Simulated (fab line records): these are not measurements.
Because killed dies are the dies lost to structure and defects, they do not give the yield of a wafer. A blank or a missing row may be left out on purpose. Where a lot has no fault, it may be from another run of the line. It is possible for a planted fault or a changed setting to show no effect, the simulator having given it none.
Commonality check across tools -- flow sky130 -- Sample size 10 lots and 30 wafers

== WHY IT WAS OPENED ==
Of 10 lots, 2 have the reading POLY_GATE_TW flagged at SKY_RES_PROTECT_TW_MEAS_08. Fault-free wafers read 4058, with a standard deviation of 44.
Rule: a lot is flagged in two cases, either no wafer of it has a number, or all its wafers with numbers fall more than 4 standard deviations from that mean. The other lots count as sound.

lot,measured,on,"POLY_GATE_TW, wafer by wafer",flag
L511,day 17 03:35,filmMetro-03,4040 4015 4036,
L512,day 17 07:20,filmMetro-04,4079 4044 4090,
L513,day 17 21:40,filmMetro-03,4033 4043 4029,
L515,day 18 00:02,filmMetro-01,4043 4017 4023,
L518,day 19 07:11,filmMetro-04,4091 4097 4106,
L526,day 21 17:21,filmMetro-03,3718 3715 3716,FLAGGED
L527,day 22 08:06,filmMetro-03,4033 4003 4046,
L528,day 22 11:08,filmMetro-04,3746 3758 3744,FLAGGED
L529,day 22 21:57,filmMetro-01,4001 4014 4005,
L530,day 23 00:44,filmMetro-04,4099 4093 4098,
On average the flagged lots' numbers are 3733, which is -325 against the usual, or -7 standard deviations.

== WHICH TOOL RAN EACH LOT ==
4 process steps preceding the reading are held in the record, out of 708 steps in the route. Each cell gives the tool, then ch followed by the chambers the sampled wafers passed through, then the start.
lot,flag,SKY_PWDE_STRIP_09,SKY_VT_ADJUST_NCORE_STRIP_10,SKY_POLY_GATE_IMPLANT_02,SKY_RES_PROTECT_STRIP_07
L511,,"plasmaAsher-04 ch 1, day 5 04:38","plasmaAsher-01 ch 0,1, day 10 06:09","implanter-01 ch 0, day 17 03:20","plasmaAsher-04 ch 0, day 17 03:29"
L512,,"plasmaAsher-01 ch 0,1, day 5 09:24","plasmaAsher-01 ch 0,1, day 10 09:24","implanter-04 ch 0, day 17 07:05","plasmaAsher-04 ch 0,1, day 17 07:14"
L513,,"plasmaAsher-04 ch 0,1, day 5 09:47","plasmaAsher-04 ch 0,1, day 10 12:54","implanter-02 ch 0, day 17 21:26","plasmaAsher-02 ch 0,1, day 17 21:34"
L515,,"plasmaAsher-01 ch 0,1, day 5 18:23","plasmaAsher-04 ch 0,1, day 10 23:22","implanter-01 ch 0, day 17 23:49","plasmaAsher-02 ch 0,1, day 17 23:56"
L518,,"plasmaAsher-04 ch 0,1, day 6 12:08","plasmaAsher-04 ch 0,1, day 11 23:05","implanter-02 ch 0, day 19 06:56","plasmaAsher-03 ch 0,1, day 19 07:05"
L526,FLAGGED,"plasmaAsher-01 ch 0,1, day 8 02:45","plasmaAsher-04 ch 0,1, day 13 21:10","implanter-01 ch 0, day 21 17:06","plasmaAsher-04 ch 0,1, day 21 17:15"
L527,,"plasmaAsher-01 ch 0,1, day 8 09:38","plasmaAsher-03 ch 0,1, day 14 08:45","implanter-04 ch 0, day 22 07:51","plasmaAsher-02 ch 0,1, day 22 08:00"
L528,FLAGGED,"plasmaAsher-03 ch 0,1, day 8 13:57","plasmaAsher-03 ch 0,1, day 14 11:12","implanter-01 ch 0, day 22 10:53","plasmaAsher-03 ch 0,1, day 22 11:02"
L529,,"plasmaAsher-03 ch 0,1, day 8 21:03","plasmaAsher-03 ch 0,1, day 14 22:35","implanter-04 ch 0, day 22 21:42","plasmaAsher-03 ch 0,1, day 22 21:51"
L530,,"plasmaAsher-04 ch 0,1, day 9 01:16","plasmaAsher-04 ch 0,1, day 15 02:55","implanter-04 ch 0, day 23 00:29","plasmaAsher-04 ch 0,1, day 23 00:38"
What is done by these steps:
- SKY_PWDE_STRIP_09: strips in O2/N2.
- SKY_VT_ADJUST_NCORE_STRIP_10: strips in O2/N2.
- SKY_POLY_GATE_IMPLANT_02
- SKY_RES_PROTECT_STRIP_07: strips in O2/N2.
- SKY_RES_PROTECT_TW_MEAS_08

== FLAGGED OVER TOTAL, TOOL BY TOOL (the gauges that took the reading come last) ==
step,tool,lots run,flagged,share of the flagged lots,sound lots run after its first flagged lot
SKY_PWDE_STRIP_09,plasmaAsher-01,4,1,some,1 (L527)
SKY_PWDE_STRIP_09,plasmaAsher-03,2,1,some,1 (L529)
SKY_PWDE_STRIP_09,plasmaAsher-04,4,0,none,-
SKY_VT_ADJUST_NCORE_STRIP_10,plasmaAsher-01,2,0,none,-
SKY_VT_ADJUST_NCORE_STRIP_10,plasmaAsher-03,3,1,some,1 (L529)
SKY_VT_ADJUST_NCORE_STRIP_10,plasmaAsher-04,5,1,some,1 (L530)
SKY_POLY_GATE_IMPLANT_02,implanter-01,4,2,all,0
SKY_POLY_GATE_IMPLANT_02,implanter-02,2,0,none,-
SKY_POLY_GATE_IMPLANT_02,implanter-04,4,0,none,-
SKY_RES_PROTECT_STRIP_07,plasmaAsher-02,3,0,none,-
SKY_RES_PROTECT_STRIP_07,plasmaAsher-03,3,1,some,1 (L529)
SKY_RES_PROTECT_STRIP_07,plasmaAsher-04,4,1,some,1 (L530)
SKY_RES_PROTECT_TW_MEAS_08,filmMetro-01,2,0,none,-
SKY_RES_PROTECT_TW_MEAS_08,filmMetro-03,4,1,some,1 (L527)
SKY_RES_PROTECT_TW_MEAS_08,filmMetro-04,4,1,some,1 (L530)

== THE TABLE: WHAT IT ALLOWS ==
1 row of the table ran every flagged lot: implanter-01 at SKY_POLY_GATE_IMPLANT_02.
- implanter-01 at SKY_POLY_GATE_IMPLANT_02 ran 4 lots, 2 of them flagged. It ran its last sound lot, L515, at day 17 23:49 and its first flagged lot, L526, at day 21 17:06: a fault with its onset between the two fits. Its own readings lie more than 4 standard deviations out on every wafer of the flagged lots: beamOnS, doseIonsCm2.
Left over: one tool, implanter-01 at SKY_POLY_GATE_IMPLANT_02.

== WHAT THE SIMULATOR HAD INSERTED ==
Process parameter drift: implanter-01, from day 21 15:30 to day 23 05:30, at SKY_POLY_GATE_IMPLANT_02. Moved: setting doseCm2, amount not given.
Struck lots among those shown: L526, L528. The rule above reached the same finding.
